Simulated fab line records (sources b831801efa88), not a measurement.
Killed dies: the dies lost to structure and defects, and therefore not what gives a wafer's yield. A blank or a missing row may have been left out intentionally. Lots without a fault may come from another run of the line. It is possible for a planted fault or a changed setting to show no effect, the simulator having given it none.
Which tool is to blame? || flow sky130 || 32 wafers sampled from 11 lots at 1 step of a route of 708

## WHAT THE GAUGES READ, wafer by wafer
SKY_LI_CONTACT_CD_MEAS_12: target cd 170 nm.
{"lot": "L209", "measured": "day 29 00:25", "on": "cd_sem-01", "cd_nm (nm)": "169.4 168.0 169.1"}
{"lot": "L211", "measured": "day 29 19:05", "on": "cd_sem-02", "cd_nm (nm)": "168.2 167.8 167.2"}
{"lot": "L215", "measured": "day 31 15:30", "on": "cd_sem-01", "cd_nm (nm)": "169.0 168.7 168.4"}
{"lot": "L222", "measured": "day 33 23:06", "on": "cd_sem-02", "cd_nm (nm)": "170.2 168.4"}
{"lot": "L224", "measured": "day 34 08:00", "on": "cd_sem-01", "cd_nm (nm)": "169.5 171.1 170.8"}
{"lot": "L225", "measured": "day 34 11:08", "on": "cd_sem-02", "cd_nm (nm)": "168.0 168.5 168.2"}
{"lot": "L226", "measured": "day 35 06:40", "on": "cd_sem-02", "cd_nm (nm)": "169.3 168.6 168.9"}
{"lot": "L229", "measured": "day 36 10:06", "on": "cd_sem-01", "cd_nm (nm)": "169.9 172.1 168.9"}
{"lot": "L231", "measured": "day 36 12:27", "on": "cd_sem-02", "cd_nm (nm)": "168.5 167.5 167.2"}
{"lot": "L230", "measured": "day 36 13:41", "on": "cd_sem-02", "cd_nm (nm)": "170.5 170.6 170.6"}
{"lot": "L232", "measured": "day 36 16:39", "on": "cd_sem-01", "cd_nm (nm)": "166.6 168.0 167.8"}

## TOOL THAT RAN EACH LOT (tool first, then ch and the chambers of the sampled wafers, then the start)
Before these readings, the record contains no process step.

## WHAT THE TOOLS THEMSELVES READ (means of the sampled wafers that have a number; where no wafer has one, the mark that the record gives instead)
The record holds no such reading with a usual standard deviation.

## THE ANSWER, worked out from the rows above alone
Rule: what is usual is taken from the lots themselves. The widest of any qualifying gaps counts: lots, ordered by their means at a reading, are off when they make up no more than a third of the lots, leave a main group of 4 or more, and stand apart from it by 3 or more times the standard deviation of that group's means. Not used: any main group whose means are identical at the precision the tables above print for the reading. A lot without any number at a reading at which 4 lots or more have one is off too. The other lots that the step has rows for count as sound. After the gauges, taken in route order, come the tools' own readings; for these a lot's mean is taken, as printed above. At the first step where some lot is off, the reading lying furthest off is the one used; lots without a number count as furthest.
None of the lots is off at any reading shown; this tells nothing.

## WHAT THE SIMULATOR HAD INSERTED
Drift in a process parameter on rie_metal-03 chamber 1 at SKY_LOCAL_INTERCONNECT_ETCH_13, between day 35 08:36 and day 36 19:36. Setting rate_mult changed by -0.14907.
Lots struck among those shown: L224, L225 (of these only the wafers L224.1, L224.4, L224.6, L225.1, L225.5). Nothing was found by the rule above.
